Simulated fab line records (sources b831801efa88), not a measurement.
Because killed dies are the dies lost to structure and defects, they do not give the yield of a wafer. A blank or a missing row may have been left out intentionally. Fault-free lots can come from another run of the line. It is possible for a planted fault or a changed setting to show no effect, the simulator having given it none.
Which tool was responsible? ; flow sky130 ; Sampling: 7 lots, 21 wafers, 3 of 708 route steps

== WHAT THE GAUGES READ, wafer by wafer ==
SKY_SD_N_TW_MEAS_12.
lot;measured;on;SD_N_TW
L867;day 28 14:57;film metro-04;3951 3983 3974
L870;day 29 19:35;film metro-01;3962 3975 3980
L873;day 30 19:31;film metro-01;3962 3976 3972
L877;day 31 22:31;film metro-04;3932 3926 3960
L883;day 33 22:11;film metro-01;30 30 30
L885;day 34 13:23;film metro-01;3962 3985 3989
L888;day 36 02:20;film metro-04;3933 3931 3921

== WHAT TOOL EACH LOT RAN ON (gives the tool, then ch and the chambers of the sampled wafers, and finally the start) ==
lot;SKY_RES_XHIGH_STRIP_08;SKY_SD_N_STRIP_11
L867;plasma asher-04 ch 0,1, day 27 09:14;plasma asher-04 ch 0,1, day 28 14:51
L870;plasma asher-04 ch 0,1, day 28 15:26;plasma asher-02 ch 0,1, day 29 19:29
L873;plasma asher-03 ch 0,1, day 29 15:26;plasma asher-02 ch 0,1, day 30 19:25
L877;plasma asher-02 ch 0,1, day 30 19:49;plasma asher-01 ch 0,1, day 31 22:25
L883;plasma asher-02 ch 0, day 32 18:56;plasma asher-04 ch 0,1, day 33 22:05
L885;plasma asher-02 ch 0,1, day 33 10:23;plasma asher-04 ch 0,1, day 34 13:17
L888;plasma asher-02 ch 0,1, day 34 23:08;plasma asher-04 ch 0,1, day 36 02:14
- SKY_RES_XHIGH_STRIP_08: strips in O2/N2.
- SKY_SD_N_STRIP_11: strips in O2/N2.

== THE ANSWER, worked out from the rows above alone ==
Rule: usual is defined by the lots themselves. The widest of any qualifying gaps counts: lots, ordered by their means at a reading, are off when they make up no more than a third of the lots, leave a main group of 4 or more, and stand apart from it by 3 or more times the standard deviation of that group's means. A main group whose means are all the same, to the digits that the tables above print for the reading, isn't used. A lot without any number at a reading at which 4 lots or more have one is off too. All remaining lots with rows at the step are treated as sound.
Off: L883, at SKY_SD_N_TW_MEAS_12 (SD_N_TW). Main group: mean 3960, sd 19.
A tool fits if, at a process step before that reading, it ran every lot that is off, and no sound lot after the first of them. Those tools and the gauges at SKY_SD_N_TW_MEAS_12 are tried in the same way. None of those tried fits.

== WHAT WAS PUT IN BY THE SIMULATOR ==
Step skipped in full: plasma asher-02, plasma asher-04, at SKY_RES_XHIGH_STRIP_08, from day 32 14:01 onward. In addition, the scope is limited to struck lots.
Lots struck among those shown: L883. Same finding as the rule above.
